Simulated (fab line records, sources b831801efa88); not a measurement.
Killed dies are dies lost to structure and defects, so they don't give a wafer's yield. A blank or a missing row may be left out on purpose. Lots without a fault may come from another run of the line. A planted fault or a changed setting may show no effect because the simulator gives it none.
Which tool did it? | flow sfq_line | 14 lots, 42 wafers sampled, at 2 steps of a route of 325

WHAT THE GAUGES READ, wafer by wafer
SFQ_M4_OVL_MEAS_926. Usual: M4_OVL -1 nm, standard deviation 6.3.
lot  | measured     | on         | M4_OVL (nm) | flag
L522 | day 44 20:23 | overlay-02 | -6 2 -7     |
L525 | day 44 23:59 | overlay-02 | -1 3 7      |
L527 | day 45 15:41 | overlay-01 | 4 -2 1      |
L528 | day 45 23:23 | overlay-02 | 0 6 9       |
L530 | day 46 05:36 | overlay-02 | -8 -12 -9   |
L533 | day 47 10:46 | overlay-02 | 6 10 7      |
L534 | day 47 19:10 | overlay-02 | -7 -13 -2   |
L537 | day 54 09:44 | overlay-01 | - - -       | OFF
L538 | day 54 15:44 | overlay-02 | - - -       | OFF
L541 | day 55 06:02 | overlay-01 | 3 1 -1      |
L542 | day 56 11:14 | overlay-02 | 4 2 2       |
L543 | day 57 01:46 | overlay-01 | -6 -5 -14   |
L544 | day 57 07:46 | overlay-02 | -6 2 -1     |
L545 | day 57 14:58 | overlay-02 | 9 7 5       |

WHICH TOOL RAN EACH LOT (tool, then ch and the chambers of the sampled wafers, then the start)
lot  | SFQ_TRILAYER_M4_LITHO_DEVELOP_095
L522 | litho_track-01 ch 0, day 44 20:15
L525 | litho_track-01 ch 0, day 44 23:53
L527 | litho_track-03 ch 0, day 45 15:35
L528 | litho_track-04 ch 0, day 45 23:14
L530 | litho_track-03 ch 0, day 46 05:28
L533 | litho_track-01 ch 0, day 47 10:37
L534 | litho_track-03 ch 0, day 47 19:01
L537 | litho_track-03, day 54 09:35
L538 | litho_track-03, day 54 15:36
L541 | litho_track-04 ch 0, day 55 05:55
L542 | litho_track-01 ch 0, day 56 11:05
L543 | litho_track-01 ch 0, day 57 01:38
L544 | litho_track-01 ch 0, day 57 07:40
L545 | litho_track-03 ch 0, day 57 14:50
- SFQ_TRILAYER_M4_LITHO_DEVELOP_095: time 60 s.

WHAT THE TOOLS THEMSELVES READ (means of the sampled wafers that have a number; where no wafer has one, the mark that the record gives instead)
SFQ_TRILAYER_M4_LITHO_DEVELOP_095. Usual: chill_plate_temp_C 22.97 C, standard deviation 0.099; exhaust_pa 45.0 Pa, standard deviation 0.72.
lot  | tool           | chill_plate_temp_C (C) | exhaust_pa (Pa) | flag
L522 | litho_track-01 | 23.02                  | 44.4            |
L525 | litho_track-01 | 23.08                  | 45.3            |
L527 | litho_track-03 | 23.01                  | 44.5            |
L528 | litho_track-04 | 23.04                  | 45.8            |
L530 | litho_track-03 | 23.03                  | 45.9            |
L533 | litho_track-01 | 22.90                  | 45.3            |
L534 | litho_track-03 | 23.03                  | 46.0            |
L537 | litho_track-03 | -                      | -               | OFF
L538 | litho_track-03 | -                      | -               | OFF
L541 | litho_track-04 | 22.93                  | 45.0            |
L542 | litho_track-01 | 22.79                  | 44.5            |
L543 | litho_track-01 | 22.96                  | 44.8            |
L544 | litho_track-01 | 22.90                  | 44.2            |
L545 | litho_track-03 | 23.05                  | 44.6            |

THE ANSWER, worked out from the rows above alone
Rule: a lot is off if the mean of its wafers that have a number lies more than 3 standard deviations from the usual mean. A lot without any number at a reading at which 4 lots or more have one is off too. The other lots that the step has rows for count as sound. The gauges are gone through in route order, then the tools' own readings, and for those a lot's mean is taken as printed above. The first step at which some lot is off is used, and at that step the reading that is off furthest; a lot without a number counts as furthest.
Off: L537, L538, at SFQ_M4_OVL_MEAS_926 (M4_OVL). Without a number there: L537, L538.
A tool fits if, at a process step before that reading, it ran every lot that is off, and no sound lot after the first of them. The gauges at SFQ_M4_OVL_MEAS_926 aren't tried: what is off there is off at SFQ_TRILAYER_M4_LITHO_DEVELOP_095 too, on other tools, and a gauge's error can't cause that. None of those tried fits.

WHAT THE SIMULATOR HAD PUT IN
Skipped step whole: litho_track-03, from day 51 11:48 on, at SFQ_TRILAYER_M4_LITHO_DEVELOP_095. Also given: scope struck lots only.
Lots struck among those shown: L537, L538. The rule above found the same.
